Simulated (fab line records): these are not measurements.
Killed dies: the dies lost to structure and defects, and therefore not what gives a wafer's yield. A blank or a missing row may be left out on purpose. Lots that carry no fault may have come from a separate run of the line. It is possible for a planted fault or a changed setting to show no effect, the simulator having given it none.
Code-filled problem report in 8D (eight disciplines) form + flow sky130 + the parts of the form that need people (team, actions taken, sign-off) are left out

1. THE ISSUE
dose_ions_cm2 at SKY_LDD_N_IMPLANT_09 reads a mean of 4.297e+13 on 6 wafers of 2 lots; wafers without a fault read 7.499e+13 with a standard deviation of 7.4e+10. That is -99 or more standard deviations from the usual mean.
Seen first at day 24 10:45 on implanter-04, wafer L857.4. At this step, 33 wafers from 11 lots have a number in the record. Rule for "out" (also "out of limits"): further than 4 standard deviations from the usual mean. The rest of the wafers with a number are treated as sound.

2. WHAT IT IS; WHAT IT IS NOT
| question                    | is                                | is not                                                                    |
|-----------------------------|-----------------------------------|---------------------------------------------------------------------------|
| which readings at this step | dose_ions_cm2, faraday_current_uA | -                                                                         |
| which lots                  | L857, L858                        | L840, L841, L845, L847, L850, L851, L856, L860, L862                      |
| which wafers of those lots  | all that have a number            | -                                                                         |
| read on which tools         | implanter-04                      | implanter-02, implanter-03                                                |
| when                        | from day 24 10:45                 | up to then (21 sound wafers); but 6 sound wafers of L860, L862 came after |

3. SUSPECTS, AND WHAT RULES EACH OUT
Counting: any tool at a process step up to the reading is kept as a suspect provided that every lot that is out went through it and no sound lot did after the first of them.
- implanter-04 at SKY_LDD_N_IMPLANT_09: kept. It processed each lot that is out, first L857 at day 24 10:45, and no sound lot thereafter; up to then, the last sound lot it processed was L856 at day 24 04:46. Its own dose_ions_cm2, faraday_current_uA readings are out on those wafers.
The count leaves implanter-04 at SKY_LDD_N_IMPLANT_09.

4. THE CAUSE (what the simulator had put in)
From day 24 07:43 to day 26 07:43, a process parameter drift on implanter-04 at SKY_LDD_N_IMPLANT_09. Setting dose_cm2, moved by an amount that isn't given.
This tool alone remained once counting was done.

5. SEQUENCE OF EFFECTS, ordered by route
Each row: a reading where the mean over the struck wafers with a number is more than 3 standard deviations away from the usual. Only readings whose record carries a usual standard deviation are examined. hours: median over the lots of the time between each lot's start at the first step of this table that gives one and its start at this step. sigmas: the change, counted in usual standard deviations.
| hours | step                 | reading                  | usual     | on struck wafers | change     | sigmas      |
|-------|----------------------|--------------------------|-----------|------------------|------------|-------------|
| 0     | SKY_LDD_N_IMPLANT_09 | dose_ions_cm2            | 7.499e+13 | 4.297e+13        | -3.202e+13 | -99 or more |
| 0     | SKY_LDD_N_IMPLANT_09 | faraday_current_uA       | 424       | 244              | -180       | -21         |
| 1     | SKY_LDD_N_STRIP_16   | strip_time_to_endpoint_s | 4.315 s   | 4.237            | -0.078     | -4.9        |
Here are the process steps it includes:
- SKY_LDD_N_IMPLANT_09
- SKY_LDD_N_STRIP_16: strips in O2/N2.
Later measuring or inspecting steps at which every struck wafer that the step has a row for has a number for every such reading, and none has moved that far: SKY_LDD_HVP_OVL_MEAS_07.

6. WHAT WOULD HAVE CAUGHT IT SOONER
In this record no reading fell out of limits until day 24 10:45, 3 hours after the fault had begun at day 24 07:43.
